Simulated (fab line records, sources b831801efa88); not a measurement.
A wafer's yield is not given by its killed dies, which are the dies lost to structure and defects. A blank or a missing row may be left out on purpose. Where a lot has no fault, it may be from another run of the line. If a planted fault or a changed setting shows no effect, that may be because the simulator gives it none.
fab line records	flow sky130
[record] lots = 15	wafers = 45	last-day = 50
route steps=708 shown METAL2@499 CAPM@537 METAL4@628
lots that met no fault: from a run of the same line without faults
start-h: hours from the record's first day to the start of the lot's first wafer shown	wait-h: time in hours since the lot's previous step	" as in the row above	L1.1+2: a single row standing in for several wafers	- no value present, or no start provided	* or withheld: withheld	< > ~ a bound
route shown NAME@n: names a module that has steps shown in the file, with the first one's number in the route	usual: mean and standard deviation over wafers with no fault	same: alike in all rows	chamber/n: place in a boat	sites: the reading at each site	_std_site: how widely they spread, as a standard deviation	_edge_site: mean of outer sites minus mean of inner sites	radius-mm: for every site, how far away it sits from the centre of the wafer	mask NAME#n: copy n	behind: the most recent tool/chamber to have shaped the wafer	hold: why the lot went on hold/how many hours it stayed there/how the hold came to an end	device: whichever transistor did not switch (one of n, p or np)	end of line: the route-end tests of the same wafers	step lacking rows: just its recipe	killed: dies that structure and defects cost at the first sort, which is not the same as the wafer's yield	map: shows each die of a wafer: x if killed, . if not, _ if none is there
set.NAME: the setting as run; set.NAME@STEP: as run at that earlier step	model.NAME: the simulator's own value behind a step, which no gauge read
a sample of lots followed through the steps of the route, with each step as a table and each wafer as a row
services: the hour from which a tool's chamber was out of use, counted from the record's first day as start-h (under 0 if before that day), plus the number of hours and why
[[steps]]
[step SKY_METAL2_OVL_MEAS_16]
[usual] METAL2_OVL = -2/5.6
lot.wafer	tool	chamber	start-h	wait-h	METAL2_OVL[nm]
L154.1	overlay-02	-	823.32	0.1	-5
L154.2	"	-	"	"	-2
L154.6	"	-	"	"	7
L155.1	overlay-02	-	826.84	0.1	-4
L155.2	"	-	"	"	-3
L155.6	"	-	"	"	-1
L156.1	overlay-01	-	830.59	0.1	-3
L156.3	"	-	"	"	1
L156.5	"	-	"	"	-1
L158.1	overlay-01	-	832.77	0.1	0
L158.3	"	-	"	"	0
L158.5	"	-	"	"	-5
L157.2	overlay-02	-	844.78	0.1	-2
L157.4	"	-	"	"	0
L157.5	"	-	"	"	1
L159.1	overlay-01	-	848.39	0.1	4
L159.2	"	-	"	"	-6
L159.3	"	-	"	"	-1
L161.2	overlay-01	-	875.85	0.1	-7
L161.4	"	-	"	"	-1
L161.5	"	-	"	"	-6
L164.1	overlay-02	-	887.59	0.1	2
L164.4	"	-	"	"	6
L164.6	"	-	"	"	-2
L166.1	overlay-01	-	900.45	0.1	-5
L166.2	"	-	"	"	-6
L166.6	"	-	"	"	-10
L167.1	overlay-01	-	911.19	0.1	6
L167.5	"	-	"	"	1
L167.6	"	-	"	"	5
L168.2	overlay-01	-	920.88	0.1	-2
L168.4	"	-	"	"	-7
L168.5	"	-	"	"	-5
L172.1	overlay-01	-	946.44	0.1	-9
L172.2	"	-	"	"	-5
L172.6	"	-	"	"	-8
L175.1	overlay-01	-	966.89	0.1	3
L175.5	"	-	"	"	3
L175.6	"	-	"	"	3
L176.2	overlay-02	-	973.63	0.1	6
L176.4	"	-	"	"	7
L176.6	"	-	"	"	11
L177.3	overlay-01	-	988.95	0.1	-2
L177.4	"	-	"	"	2
L177.5	"	-	"	"	-7
[step SKY_METAL2_STRIP_20]
[recipe] chemistry = O2/N2	power-w = 1400	pressure-mtorr = 1500	platen-temp-c = withheld	o2-flow-sccm = 3000	n2-flow-sccm = 300	overash-fraction = 0.5
[usual] drypump-motor-current-A = 5.6/0.47	o2-flow-sccm = 2998/8.4	oes-product-au = 0.342/0.0052	strip-time-to-endpoint-s = 2.69/0.065
lot.wafer	tool	chamber	start-h	wait-h	drypump-motor-current-A	o2-flow-sccm	oes-product-au	rf-hours-counter-h	strip-time-to-endpoint-s
L154.1	plasma-asher-03	0	823.55	0.1	4.8	2992	0.341	68	2.61
L154.2	"	1	"	"	5.0	3001	0.337	68	2.72
L154.6	"	1	"	"	5.0	2998	0.356	-	2.75
L155.1	plasma-asher-03	0	827.06	0.1	4.9	2989	0.345	68	2.77
L155.2	"	1	"	"	5.0	3011	0.347	68	2.66
L155.6	"	0	"	"	4.9	2987	0.351	-	2.80
L156.1	plasma-asher-03	1	830.81	0.1	5.0	3004	0.335	69	2.62
L156.3	"	1	"	"	5.0	3005	0.344	-	2.61
L156.5	"	1	"	"	5.0	2996	0.349	-	2.77
L158.1	plasma-asher-03	1	833.00	0.1	5.0	2990	0.353	69	2.74
L158.3	"	1	"	"	5.0	2997	0.353	-	2.75
L158.5	"	0	"	"	4.8	2995	0.345	-	2.72
L157.2	plasma-asher-02	0	845.00	0.1	6.1	3015	0.341	40	2.77
L157.4	"	1	"	"	5.5	2986	0.348	-	2.78
L157.5	"	1	"	"	5.5	2992	0.340	-	2.62
L159.1	plasma-asher-02	0	848.62	0.1	6.1	3004	0.347	41	2.61
L159.2	"	1	"	"	5.5	2992	0.343	41	2.70
L159.3	"	1	"	"	5.5	2997	0.333	-	2.58
L161.2	plasma-asher-01	1	876.06	0.1	5.7	2994	0.350	102	2.67
L161.4	"	1	"	"	5.7	3002	0.343	-	2.62
L161.5	"	0	"	"	6.0	2996	0.338	-	2.70
L164.1	plasma-asher-03	1	887.81	0.1	5.0	3018	0.338	75	2.72
L164.4	"	1	"	"	5.0	3006	0.341	-	2.68
L164.6	"	0	"	"	4.8	3012	0.340	-	2.72
L166.1	plasma-asher-02	0	900.73	0.1	6.1	3008	0.336	46	2.61
L166.2	"	1	"	"	5.5	2996	0.344	46	2.78
L166.6	"	1	"	"	5.5	2993	0.344	-	2.79
L167.1	plasma-asher-02	1	911.41	0.1	5.5	2993	0.343	47	2.63
L167.5	"	1	"	"	5.4	3005	0.335	-	2.61
L167.6	"	0	"	"	6.1	3000	0.340	-	2.70
L168.2	plasma-asher-02	0	921.10	0.1	6.1	2997	0.344	48	2.56
L168.4	"	0	"	"	6.1	2993	0.342	-	2.68
L168.5	"	0	"	"	6.1	2986	0.344	-	2.68
L172.1	plasma-asher-01	0	946.66	0.1	6.0	3003	0.341	108	2.68
L172.2	"	1	"	"	5.8	3002	0.350	108	2.76
L172.6	"	0	"	"	6.0	2994	0.346	-	2.79
L175.1	plasma-asher-02	1	967.11	0.1	5.5	3001	0.330	53	2.57
L175.5	"	0	"	"	6.1	3004	0.347	-	2.61
L175.6	"	1	"	"	5.5	3012	0.347	-	2.69
L176.2	plasma-asher-01	0	973.85	0.1	6.0	3012	0.341	111	2.63
L176.4	"	0	"	"	6.0	2991	0.345	-	2.71
L176.6	"	0	"	"	6.0	3005	0.344	-	2.65
L177.3	plasma-asher-02	0	989.20	0.1	6.1	2984	0.345	-	2.82
L177.4	"	1	"	"	5.5	2997	0.346	-	2.75
L177.5	"	0	"	"	6.1	2993	0.352	-	2.77
[step SKY_CAPM_CVD_00]
[recipe] material = SiO2	target-thk-nm = 15.5	temp-c = 400	time-s = withheld	rf-w = 450
[usual] heater-power-w = 709/100
lot.wafer	tool	chamber	start-h	wait-h	heater-power-w
L154.1	pecvd-01	2	852.10	0.0	636
L154.2	"	0	"	"	830
L154.6	"	0	"	"	831
L155.1	pecvd-04	2	855.94	0.0	691
L155.2	"	1	"	"	732
L155.6	"	1	"	"	746
L156.1	pecvd-03	0	859.24	0.0	488
L156.3	"	2	"	"	794
L156.5	"	0	"	"	501
L158.1	pecvd-04	2	861.24	0.0	723
L158.3	"	0	"	"	591
L158.5	"	2	"	"	726
L157.2	pecvd-04	0	872.89	0.0	612
L157.4	"	2	"	"	688
L157.5	"	1	"	"	640
L159.1	pecvd-04	0	876.36	0.0	710
L159.2	"	2	"	"	683
L159.3	"	1	"	"	684
L161.2	pecvd-01	2	904.84	0.0	651
L161.4	"	0	"	"	873
L161.5	"	2	"	"	658
L164.1	pecvd-03	2	915.86	0.0	812
L164.4	"	2	"	"	814
L164.6	"	0	"	"	546
L166.1	pecvd-03	2	928.09	0.0	785
L166.2	"	1	"	"	767
L166.6	"	1	"	"	780
L167.1	pecvd-04	2	938.15	0.0	625
L167.5	"	1	"	"	625
L167.6	"	2	"	"	623
L168.2	pecvd-04	1	948.26	0.0	719
L168.4	"	1	"	"	730
L168.5	"	2	"	"	732
L172.1	pecvd-03	2	973.64	0.0	854
L172.2	"	1	"	"	807
L172.6	"	1	"	"	782
L175.1	pecvd-01	0	994.24	0.0	741
L175.5	"	2	"	"	700
L175.6	"	1	"	"	871
L176.2	pecvd-04	0	1000.64	0.0	686
L176.4	"	1	"	"	667
L176.6	"	2	"	"	606
L177.3	pecvd-04	2	1016.48	0.0	671
L177.4	"	1	"	"	696
L177.5	"	2	"	"	647
[step SKY_METAL4_DEVELOP_12]
[recipe] develop-time-s = 60	resist = KrF-thick	dev-temp-c = 22.05
[usual] chill-plate-temp-C = 23.00/0.11	develop-time-s = 60/0
lot.wafer	tool	chamber	start-h	wait-h	chill-plate-temp-C	develop-time-s
L154.1	litho-track-03	0	981	-	23.01	60
L154.2	"	0	"	"	22.89	60
L154.6	"	0	"	"	22.93	60
L155.1	litho-track-03	0	982	-	23.05	60
L155.2	"	0	"	"	22.92	60
L155.6	"	0	"	"	22.90	60
L156.1	litho-track-01	0	986	-	22.97	60
L156.3	"	0	"	"	22.97	60
L156.5	"	0	"	"	22.94	60
L158.1	litho-track-01	0	988	-	23.08	60
L158.3	"	0	"	"	22.90	60
L158.5	"	0	"	"	23.11	60
L157.2	litho-track-01	0	998	-	23.08	60
L157.4	"	0	999	-	23.01	60
L157.5	"	0	"	"	22.93	60
L159.1	litho-track-02	0	1003	-	22.93	60
L159.2	"	0	"	"	22.94	60
L159.3	"	0	"	"	22.91	60
L161.2	litho-track-01	0	1029	-	22.92	60
L161.4	"	0	"	"	22.92	60
L161.5	"	0	"	"	22.98	60
L164.1	litho-track-01	0	1039	-	23.10	60
L164.4	"	0	"	"	23.04	60
L164.6	"	0	1040	-	23.10	60
L166.1	litho-track-01	-	1050	-	-	-
L166.2	"	-	"	"	-	-
L166.6	"	-	"	"	-	-
L167.1	litho-track-03	-	1059	-	-	-
L167.5	"	-	"	"	-	-
L167.6	"	-	"	"	-	-
L168.2	litho-track-02	-	1068	-	-	-
L168.4	"	-	"	"	-	-
L168.5	"	-	"	"	-	-
L172.1	litho-track-01	0	1091	-	23.01	60
L172.2	"	0	"	"	23.12	60
L172.6	"	0	"	"	23.14	60
L175.1	litho-track-03	0	1108	-	23.24	60
L175.5	"	0	"	"	23.13	60
L175.6	"	0	"	"	23.22	60
L176.2	litho-track-03	0	1113	-	23.05	60
L176.4	"	0	"	"	23.06	60
L176.6	"	0	"	"	22.90	60
L177.3	litho-track-03	0	1126	-	22.99	60
L177.4	"	0	"	"	23.17	60
L177.5	"	0	"	"	23.02	60
[[services]]
tool	chamber	start-h	hours	kind
pecvd-03	0	803.46	4.1	repair
pecvd-03	1	808.37	20.6	repair
pecvd-04	2	810.01	5.5	scheduled-down
pecvd-03	-	811.68	0.9	repair
pecvd-04	1	818.12	-	clean
pecvd-04	1	818.12	-	consumable-replace:showerhead
pecvd-04	1	818.12	29.0	scheduled-down
plasma-asher-01	-	833.38	28.1	pm
plasma-asher-03	-	835.87	1.7	repair
pecvd-04	-	881.51	0.6	repair
pecvd-04	-	890.28	0.4	repair
pecvd-03	-	901.03	5.5	pm
plasma-asher-02	-	912.96	0.8	repair
pecvd-01	-	926.87	0.5	repair
pecvd-04	0	927.39	21.5	repair
pecvd-04	-	955.64	2.8	pm
pecvd-01	2	956.91	23.3	repair
plasma-asher-02	-	963.70	3.3	repair
pecvd-01	-	1003.75	34.8	repair
pecvd-03	0	1042.24	18.1	repair
plasma-asher-01	-	1055.25	9.0	pm
pecvd-01	2	1102.89	23.7	repair
plasma-asher-01	-	1120.22	2.8	pm
pecvd-01	-	1122.98	2.9	repair
[[key]]
[first-sign] step = SKY_METAL4_DEVELOP_12	reading = tool-record	direction = missing
effect none on later readings
met-at SKY_METAL4_DEVELOP_12
struck-lots L166,L167,L168
later-rows-left-out L166.1,L166.2,L166.6,L167.1,L167.5,L167.6,L168.2,L168.4,L168.5
sort-left-out L166.1,L166.2,L166.6,L167.1,L167.5,L167.6,L168.2,L168.4,L168.5
not-acting-at SKY_METAL2_OVL_MEAS_16,SKY_METAL2_STRIP_20,SKY_CAPM_CVD_00
onset-between 1039 1050
[fault] kind = skipped-step-whole	tool = litho-track-01,litho-track-02,litho-track-03	chamber = -	onset-h = 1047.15	steps = SKY_METAL4_DEVELOP_12	scope = struck-lots-only
// sort-left-out: the simulated sort isn't trusted on such a fault, so these wafers' sort isn't shown, and their yield isn't known
// later-rows-left-out: the simulator's readings of these wafers behind a module that went badly wrong aren't trusted and aren't shown, but for the sort
